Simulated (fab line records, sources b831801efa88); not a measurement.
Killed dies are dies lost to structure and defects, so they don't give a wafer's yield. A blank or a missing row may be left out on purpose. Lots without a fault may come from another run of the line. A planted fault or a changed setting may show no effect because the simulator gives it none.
One fault seen from 2 desks | flow sky130 | each desk has only its own numbers; what lay behind them comes last

THE TOOL OWNER'S DESK: implanter-04
The tool's own readings at SKY_SD_P_IMPLANT_09: means of the sampled wafers that have a number, for each lot that ran on this tool. A lot is out of limits, marked OUT, if its mean lies more than 4 standard deviations from the usual mean; the brackets give that distance.
Columns: A = beam_energy_keV at SKY_SD_P_IMPLANT_09, usual 20.001
lot  | first seen here | A
L251 | day 27 06:42    | 20.004
L256 | day 29 02:27    | 19.998
L258 | day 29 17:54    | 19.806 (-29) OUT
L259 | day 30 00:45    | 19.790 (-31) OUT
L260 | day 30 13:27    | 19.803 (-29) OUT
L268 | day 34 19:04    | 20.005
This desk's finding: out of limits on L258, L259, L260; first on L258, day 29 17:54 (beam_energy_keV at SKY_SD_P_IMPLANT_09). In limits: L251, L256, L268.

THE METROLOGY DESK
What the gauges read, lot by lot, whatever tool the lot ran on: means of the sampled wafers that have a number. A lot is out of limits, marked OUT, if its mean lies more than 4 standard deviations from the usual mean; the brackets give that distance.
Columns: A = CONTACT_W_RS at SKY_CONTACT_RS_MEAS_25, usual 0.340 ohm/sq
lot  | first seen here | A
L245 | day 31 00:55    | 0.329
L248 | day 32 08:26    | 0.341
L249 | day 32 18:36    | 0.340
L250 | day 33 04:51    | 0.344
L251 | day 33 07:29    | 0.340
L256 | day 34 22:37    | 0.343
L258 | day 35 15:02    | 0.335
L259 | day 35 21:32    | 0.342
L260 | day 36 08:28    | 0.336
L264 | day 38 03:32    | 0.339
L267 | day 38 18:44    | 0.343
L268 | day 40 08:24    | 0.344
This desk's finding: nothing out of limits on any of the 12 lots.

PUT TOGETHER
The tool owner's desk could have raised an alarm at day 29 17:54, on L258, L259, L260.
The metrology desk saw nothing out of limits.
The metrology desk has L258, L259, L260 on record, within its limits.
Of the lots named, all ran SKY_SD_P_IMPLANT_09 on implanter-04.

WHAT THE SIMULATOR HAD PUT IN
Process parameter drift: implanter-04, from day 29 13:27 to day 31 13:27, at SKY_SD_P_IMPLANT_09. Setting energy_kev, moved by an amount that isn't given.
Lots struck among those shown: L258, L259, L260.
Hours from the fault's start to each desk's first reading out of limits: the tool owner's desk, 4.
